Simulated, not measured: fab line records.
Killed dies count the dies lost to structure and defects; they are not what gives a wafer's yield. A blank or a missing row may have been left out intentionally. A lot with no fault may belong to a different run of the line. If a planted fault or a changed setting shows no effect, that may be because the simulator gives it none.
fab line records	flow sfqLine
record lots=16	wafers=48	lastDay=84
route steps=325 shown INCOMING@1 L0V@26 I0@53 M1@65
lots that met no fault: taken from a fault-free run of the same line
startH: hours from the record's first day to the start of the lot's first wafer shown	waitH: how many hours have passed since the lot's step before this one	" unchanged from the row above	L1.1+2: several wafers, shown together as one row	- value missing, or start not given	* or withheld: withheld	< > ~ a bound
route shown NAME@n: NAME is a module with steps in the file, n the number in the route of the first one	usual: mean and standard deviation over wafers with no fault	same: alike in all rows	chamber/n: place in a boat	sites: readings site by site	_std_site: standard deviation across them	_edge_site: outer sites' mean less inner sites'	radiusMm: how far each site lies from the wafer's centre	mask NAME#n: copy n	behind: the most recent tool/chamber to have shaped the wafer	hold: what put the lot on hold/how long, in hours/how the hold closed	device: whichever transistor did not switch (one of n, p or np)	end of line: tests of these same wafers at the route's end	for a step that has no rows: nothing shown but its recipe	killed: dies lost to structure and defects at the first sort, not the wafer's yield	map: the dies of a wafer, with x for killed, . for not killed, _ for no die there
set.NAME: setting as actually run; set.NAME@STEP: the setting as run at that earlier step	model.NAME: the simulator's own value behind a step, which no gauge read
a sample of lots followed through the steps of the route, with each step as a table and each wafer as a row
services: when a tool's chamber went out of use (startH, in hours from the record's first day, below 0 if earlier), for how many hours, and the reason
## steps
# step SFQ_INCOMING_BOW_MEAS_900
# recipe mode=bow
# usual INCOMING_BOW=0/6.1
lot.wafer	tool	chamber	startH	waitH	INCOMING_BOW[um]
L268.2	filmMetro-04	-	10.02	-	12
L268.4	"	-	"	"	-4
L268.5	"	-	"	"	5
L269.3	filmMetro-03	-	15.04	-	4
L269.4	"	-	"	"	4
L269.5	"	-	"	"	1
L270.2	filmMetro-04	-	20.02	-	-1
L270.4	"	-	"	"	13
L270.5	"	-	"	"	2
L271.2	filmMetro-04	-	25.02	-	-4
L271.5	"	-	"	"	-8
L271.6	"	-	"	"	4
L272.3	filmMetro-04	-	30.04	-	2
L272.5	"	-	"	"	6
L272.6	"	-	"	"	1
L273.2	filmMetro-04	-	35.02	-	4
L273.4	"	-	"	"	3
L273.6	"	-	"	"	-5
L276.1	filmMetro-01	-	50.00	-	-1
L276.3	"	-	"	"	-2
L276.5	"	-	"	"	-1
L277.2	filmMetro-01	-	55.02	-	1
L277.3	"	-	"	"	5
L277.5	"	-	"	"	-5
L278.2	filmMetro-01	-	60.02	-	3
L278.4	"	-	"	"	0
L278.6	"	-	"	"	10
L279.1	filmMetro-01	-	65.00	-	2
L279.3	"	-	"	"	-2
L279.6	"	-	"	"	13
L280.1	filmMetro-01	-	70.00	-	2
L280.2	"	-	"	"	-5
L280.4	"	-	"	"	-3
L281.1	filmMetro-03	-	75.00	-	9
L281.3	"	-	"	"	6
L281.4	"	-	"	"	9
L282.2	filmMetro-04	-	80.02	-	-9
L282.3	"	-	"	"	-3
L282.4	"	-	"	"	0
L283.3	filmMetro-04	-	85.04	-	5
L283.4	"	-	"	"	3
L283.5	"	-	"	"	0
L284.2	filmMetro-01	-	90.02	-	0
L284.3	"	-	"	"	-1
L284.6	"	-	"	"	5
L285.2	filmMetro-03	-	95.02	-	-8
L285.4	"	-	"	"	-9
L285.6	"	-	"	"	-2
# step SFQ_TRILAYER_L0_VIA_STRIP_STRIP_017
# recipe gas=O2	powerW=200	platenTempC=40	overashFraction=0.65	chemistry=O2	pressureMtorr=50
# usual drypumpMotorCurrentA=5.76/0.25	heBacksideLeakSccm=3.4/0.36	oesProductAu=0.999/0.0077
lot.wafer	tool	chamber	startH	waitH	drypumpMotorCurrentA	heBacksideLeakSccm	oesProductAu	rfHoursCounterH
L268.2	rieMetal-03	0	165.92	-	5.52	3.6	1.013	201
L268.4	"	1	"	"	6.12	3.4	1.010	-
L268.5	"	1	"	"	6.07	3.5	1.006	-
L269.3	rieMetal-01	0	171.12	-	5.65	3.3	1.006	-
L269.4	"	0	"	"	5.65	3.3	1.003	-
L269.5	"	0	"	"	5.68	3.2	1.000	-
L270.2	rieMetal-03	1	182.92	-	6.08	3.4	1.002	-
L270.4	"	1	"	"	6.08	3.5	1.000	-
L270.5	"	1	"	"	6.12	3.4	1.000	-
L271.2	rieMetal-03	1	188.92	-	6.14	3.5	0.996	-
L271.5	"	1	"	"	6.09	3.4	1.007	-
L271.6	"	1	"	"	6.12	3.6	0.989	-
L272.3	rieMetal-04	1	193.84	-	5.37	6.2	1.001	-
L272.5	"	1	"	"	5.35	3.0	0.999	-
L272.6	"	0	"	"	5.87	3.9	0.997	-
L273.2	rieMetal-01	0	197.44	-	5.66	3.1	0.997	-
L273.4	"	0	"	"	5.67	3.2	1.014	-
L273.6	"	0	"	"	5.68	3.3	0.986	-
L276.1	rieMetal-04	1	212.84	-	5.34	3.3	0.998	107
L276.3	"	1	"	"	5.35	3.3	1.003	-
L276.5	"	1	"	"	5.34	3.0	1.003	-
L277.2	rieMetal-01	1	216.44	-	5.96	3.4	0.993	32
L277.3	"	1	"	"	5.95	3.6	1.006	-
L277.5	"	1	"	"	5.99	3.5	0.998	-
L278.2	rieMetal-04	0	220.04	-	5.89	3.7	0.999	175
L278.4	"	0	"	"	5.89	3.3	1.006	-
L278.6	"	0	"	"	5.90	3.8	0.999	-
L279.1	rieMetal-03	1	227.24	-	6.12	3.2	1.006	157
L279.3	"	1	"	"	6.13	3.5	1.001	-
L279.6	"	1	"	"	6.12	3.4	1.006	-
L280.1	rieMetal-04	1	236.97	-	5.39	3.2	1.011	111
L280.2	"	0	"	"	5.88	3.7	1.005	178
L280.4	"	0	"	"	5.86	3.8	1.004	-
L281.1	rieMetal-03	1	245.37	-	6.11	3.5	1.009	160
L281.3	"	1	"	"	6.16	3.3	1.003	-
L281.4	"	0	"	"	5.57	3.2	0.993	-
L282.2	rieMetal-01	0	259.77	-	5.68	3.4	1.004	118
L282.3	"	0	"	"	5.67	3.3	1.021	-
L282.4	"	1	"	"	5.97	3.2	0.999	-
L283.3	rieMetal-03	1	275.57	-	6.11	3.4	0.994	-
L283.4	"	0	"	"	5.57	3.3	0.996	-
L283.5	"	0	"	"	5.57	3.4	0.995	-
L284.2	rieMetal-03	1	284.50	-	6.14	3.4	0.999	165
L284.3	"	0	"	"	5.57	3.2	1.000	-
L284.6	"	1	"	"	6.11	3.4	0.998	-
L285.2	rieMetal-03	0	289.87	-	5.53	3.0	1.003	13
L285.4	"	1	"	"	6.11	3.5	1.008	-
L285.6	"	0	"	"	5.59	3.0	1.005	-
# step SFQ_I0_OVL_MEAS_908
# usual I0_OVL=-2/5.1
lot.wafer	tool	chamber	startH	waitH	I0_OVL[nm]
L268.2	overlay-02	-	408.29	0.1	-1
L268.4	"	-	"	"	-2
L268.5	"	-	"	"	-1
L269.3	overlay-01	-	425.00	0.1	-1
L269.4	"	-	"	"	1
L269.5	"	-	"	"	3
L270.2	overlay-02	-	434.60	0.1	0
L270.4	"	-	"	"	2
L270.5	"	-	"	"	-2
L271.2	overlay-01	-	444.20	0.1	6
L271.5	"	-	"	"	4
L271.6	"	-	"	"	10
L272.3	overlay-02	-	457.80	0.1	2
L272.5	"	-	"	"	0
L272.6	"	-	"	"	6
L273.2	overlay-02	-	467.39	0.1	-3
L273.4	"	-	"	"	-2
L273.6	"	-	"	"	-6
L276.1	overlay-02	-	489.09	0.1	-2
L276.3	"	-	"	"	-1
L276.5	"	-	"	"	3
L277.2	overlay-01	-	493.89	0.1	-4
L277.3	"	-	"	"	-2
L277.5	"	-	"	"	4
L278.2	overlay-02	-	498.69	0.1	-10
L278.4	"	-	"	"	-14
L278.6	"	-	"	"	-8
L279.1	overlay-01	-	508.29	0.1	-11
L279.3	"	-	"	"	-6
L279.6	"	-	"	"	-4
L280.1	overlay-02	-	520.09	0.1	-5
L280.2	"	-	"	"	-10
L280.4	"	-	"	"	0
L281.1	overlay-02	-	527.29	0.1	3
L281.3	"	-	"	"	-1
L281.4	"	-	"	"	3
L282.2	overlay-02	-	548.89	0.1	-9
L282.3	"	-	"	"	1
L282.4	"	-	"	"	-1
L283.3	overlay-02	-	570.05	0.1	-2
L283.4	"	-	"	"	-3
L283.5	"	-	"	"	-4
L284.2	overlay-02	-	590.44	0.1	-4
L284.3	"	-	"	"	1
L284.6	"	-	"	"	-3
L285.2	overlay-02	-	593.06	0.1	-6
L285.4	"	-	"	"	5
L285.6	"	-	"	"	-2
# step SFQ_TRILAYER_M1_LITHO_EXPOSE_040
# recipe maskId=M1	na=0.6	sourceShape=conventional	sigmaOuter=0.65	targetCdNm=500	doseMj=14.4
# usual exposureDoseMJCm2=14.399/0.016	stageVelMmS=499.96/0.23
lot.wafer	tool	chamber	startH	waitH	mask	exposureDoseMJCm2	stageVelMmS
L268.2	krfScanner-02	0	563.94	-	M1#0	14.412	499.96
L268.4	"	0	"	"	M1#0	14.381	500.24
L268.5	"	0	"	"	M1#0	14.420	499.64
L269.3	krfScanner-02	0	590.54	-	M1#0	14.409	500.18
L269.4	"	0	"	"	M1#0	14.411	500.03
L269.5	"	0	"	"	M1#0	14.376	500.00
L270.2	krfScanner-01	0	597.76	-	M1#0	14.415	499.69
L270.4	"	0	"	"	M1#0	14.395	499.32
L270.5	"	0	"	"	M1#0	14.392	499.46
L271.2	krfScanner-01	0	604.96	-	M1#0	14.386	499.88
L271.5	"	0	"	"	M1#0	14.377	499.67
L271.6	"	0	"	"	M1#0	14.418	500.07
L272.3	krfScanner-01	0	613.56	-	M1#0	14.416	499.74
L272.5	"	0	"	"	M1#0	14.425	499.86
L272.6	"	0	"	"	M1#0	14.403	499.98
L273.2	krfScanner-01	0	621.76	-	M1#0	14.383	500.10
L273.4	"	0	"	"	M1#0	14.403	499.77
L273.6	"	0	"	"	M1#0	14.387	499.92
L276.1	krfScanner-01	0	635.96	-	M1#0	14.415	499.73
L276.3	"	0	"	"	M1#0	14.427	499.61
L276.5	"	0	"	"	M1#0	14.375	499.94
L277.2	krfScanner-01	0	640.96	-	M1#0	14.385	499.97
L277.3	"	0	"	"	M1#0	14.410	500.35
L277.5	"	0	"	"	M1#0	14.400	500.04
L278.2	krfScanner-02	0	647.08	-	M1#0	14.397	500.10
L278.4	"	0	"	"	M1#0	14.397	499.99
L278.6	"	0	"	"	M1#0	14.405	500.22
L279.1	krfScanner-02	0	651.68	-	M1#0	14.382	500.07
L279.3	"	0	"	"	M1#0	14.359	499.86
L279.6	"	0	"	"	M1#0	14.386	499.69
L280.1	krfScanner-02	0	661.08	-	M1#0	14.386	499.88
L280.2	"	0	"	"	M1#0	14.391	499.91
L280.4	"	0	"	"	M1#0	14.413	500.00
L281.1	krfScanner-02	0	668.28	-	M1#0	14.815	500.25
L281.3	"	0	"	"	M1#0	14.824	500.12
L281.4	"	0	"	"	M1#0	14.816	499.98
L282.2	krfScanner-02	0	684.08	-	M1#0	14.795	500.08
L282.3	"	0	"	"	M1#0	14.800	500.32
L282.4	"	0	"	"	M1#0	14.787	500.06
L283.3	krfScanner-01	0	703.33	-	M1#0	14.403	500.29
L283.4	"	0	"	"	M1#0	14.407	500.36
L283.5	"	0	"	"	M1#0	14.402	500.16
L284.2	krfScanner-02	0	715.46	-	M1#0	14.784	500.01
L284.3	"	0	"	"	M1#0	14.817	500.17
L284.6	"	0	"	"	M1#0	14.805	499.80
L285.2	krfScanner-02	0	716.66	-	M1#0	14.801	499.96
L285.4	"	0	"	"	M1#0	14.767	499.69
L285.6	"	0	"	"	M1#0	14.778	499.80
## services
tool	chamber	startH	hours	kind
krfScanner-02	-	144.10	0.9	repair
krfScanner-02	-	148.90	1.0	pm
rieMetal-03	-	150.23	5.7	repair
krfScanner-02	-	189.50	0.8	pm
krfScanner-02	-	279.75	1.3	pm
rieMetal-03	-	283.13	0.6	repair
krfScanner-02	-	317.05	1.0	pm
krfScanner-02	-	334.11	0.8	pm
krfScanner-02	-	358.31	0.8	pm
krfScanner-02	-	375.36	4.4	pm
krfScanner-02	-	380.32	0.8	repair
krfScanner-02	-	383.52	7.2	pm
krfScanner-02	-	396.72	4.0	pm
krfScanner-02	-	408.49	3.0	repair
krfScanner-02	-	479.09	1.3	pm
krfScanner-02	-	515.19	1.0	pm
rieMetal-03	-	544.05	1.4	repair
krfScanner-02	-	555.79	0.8	pm
krfScanner-02	-	591.43	0.7	repair
rieMetal-03	-	628.69	0.4	repair
krfScanner-02	-	630.51	1.3	pm
krfScanner-02	-	655.28	1.0	pm
krfScanner-02	-	695.88	0.8	pm
krfScanner-02	-	709.68	0.8	repair
## key
firstSign step=SFQ_TRILAYER_M1_LITHO_EXPOSE_040	reading=exposureDoseMJCm2	direction=up	sigmas=25	usual=14.399	struck=14.799
effect none on later readings
metAt SFQ_TRILAYER_M1_LITHO_EXPOSE_040
struckLots L281,L282,L284,L285
notActingAt SFQ_INCOMING_BOW_MEAS_900,SFQ_TRILAYER_L0_VIA_STRIP_STRIP_017,SFQ_I0_OVL_MEAS_908
onsetBetween 661.08 668.28
fault kind=processParameterDrift	tool=krfScanner-02	chamber=-	onsetH=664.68	steps=SFQ_TRILAYER_M1_LITHO_EXPOSE_040	channel=doseMj	offset=0.39809	shape=step	actsIn=theseRecipesOnly	stated=14.4
